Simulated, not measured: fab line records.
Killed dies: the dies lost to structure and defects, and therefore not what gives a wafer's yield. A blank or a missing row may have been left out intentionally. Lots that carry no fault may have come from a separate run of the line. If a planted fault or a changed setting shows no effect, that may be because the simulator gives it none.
A struck lot beside a sound one / flow sky130 / 21 steps out of a route of 708
Sound: these wafers, L871.1, L871.4, L871.5. Struck: wafers L884.2, L884.4, L884.5. The cause is given at the end.
Order at every step that has rows: each side's tool, ch and its chambers, its first start. Under that, the readings that differ: sound wafers / struck wafers / difference of the means / sigmas: that difference in standard deviations of wafers without a fault.
alike: words and numbers the same on both sides, and readings whose means are apart by under 2 such deviations; not compared: readings that were withheld, readings missing a value for some wafer, numbers with overlapping values and no deviation given by the record, and bounds like >300 which may hide the same value.
The two part at a step that has a row with sigmas, a row that says differs or no value, or rows on one side only. Non-overlapping numbers with no deviation appear without sigmas and do not part them. Lack of a reading on every wafer of one side parts them only where that side has two or more wafers.

SKY_POLY_GATE_THK_MEAS_21:
  struck on film-metro-01, day 21 10:00; sound on film-metro-03, day 18 00:02
  alike: POLY_GATE_OXIDATION_THK
SKY_POLY_GATE_CD_MEAS_22:
  struck on cd-sem-01, day 21 10:04; sound on cd-sem-01, day 18 00:06
  alike: cd-nm
then, 7 steps without rows for these wafers: SKY_LDD_N_DEHYDRATE_00 (time 60 s); SKY_LDD_N_HMDS_01 (prime time 60 s); SKY_LDD_N_COAT_02 (resist thk 300 nm); SKY_LDD_N_SOFTBAKE_03 (time 60 s); SKY_LDD_N_EXPOSE_04 (exposes mask NTM, target cd 840 nm); SKY_LDD_N_PEB_05; SKY_LDD_N_DEVELOP_06 (develop time 60 s).
SKY_LDD_N_OVL_MEAS_07:
  struck on overlay-01, day 22 15:57; sound on overlay-01, day 19 05:41
  alike: LDD_N_OVL
then, 2 steps without rows for these wafers: SKY_LDD_N_IMPLANT_08; SKY_LDD_N_IMPLANT_09.
SKY_LDD_N_IMPLANT_10:
  sound on implanter-01 ch 0, day 19 06:02; struck on implanter-02 ch 0, day 22 16:18
reading=implant-ion-amu; sound=75 75 75; struck=31 31 31; difference=-44; sigmas=
reading=model.implant.rp-nm (nm); sound=15.38 15.38 15.38; struck=28.34 28.34 28.34; difference=+12.96; sigmas=
reading=model.implant.drp-nm (nm); sound=7.212 7.212 7.212; struck=12.97 12.97 12.97; difference=+5.76; sigmas=
then, 5 steps without rows for these wafers: SKY_LDD_N_IMPLANT_11; SKY_LDD_N_IMPLANT_12; SKY_LDD_N_IMPLANT_13; SKY_LDD_N_IMPLANT_14; SKY_LDD_N_IMPLANT_15.
SKY_LDD_N_STRIP_16: strips in O2/N2.
  sound on plasma-asher-03 ch 0, day 19 06:56; struck on plasma-asher-03 ch 0,1, day 22 17:11
reading=strip-time-to-endpoint-s (s); sound=4.312 4.323 4.329; struck=4.237 4.220 4.229; difference=-0.093; sigmas=-8
  alike: drypump-motor-current-A, n2-flow-sccm, oes-product-au
  not compared: rf-hours-counter-h
SKY_LDD_N_TW_MEAS_17:
  struck on film-metro-02, day 22 17:17; sound on film-metro-02, day 19 07:02
  alike: LDD_N_TW
SKY_PAD_OPEN_PROBE_99:
  the record holds rows for the sound wafers here (prober-02, day 47 03:58) but none for the struck ones

WHERE THEY PART
Earliest at SKY_LDD_N_STRIP_16; latest, in this record, at SKY_PAD_OPEN_PROBE_99.

WHY: what had been put in by the simulator
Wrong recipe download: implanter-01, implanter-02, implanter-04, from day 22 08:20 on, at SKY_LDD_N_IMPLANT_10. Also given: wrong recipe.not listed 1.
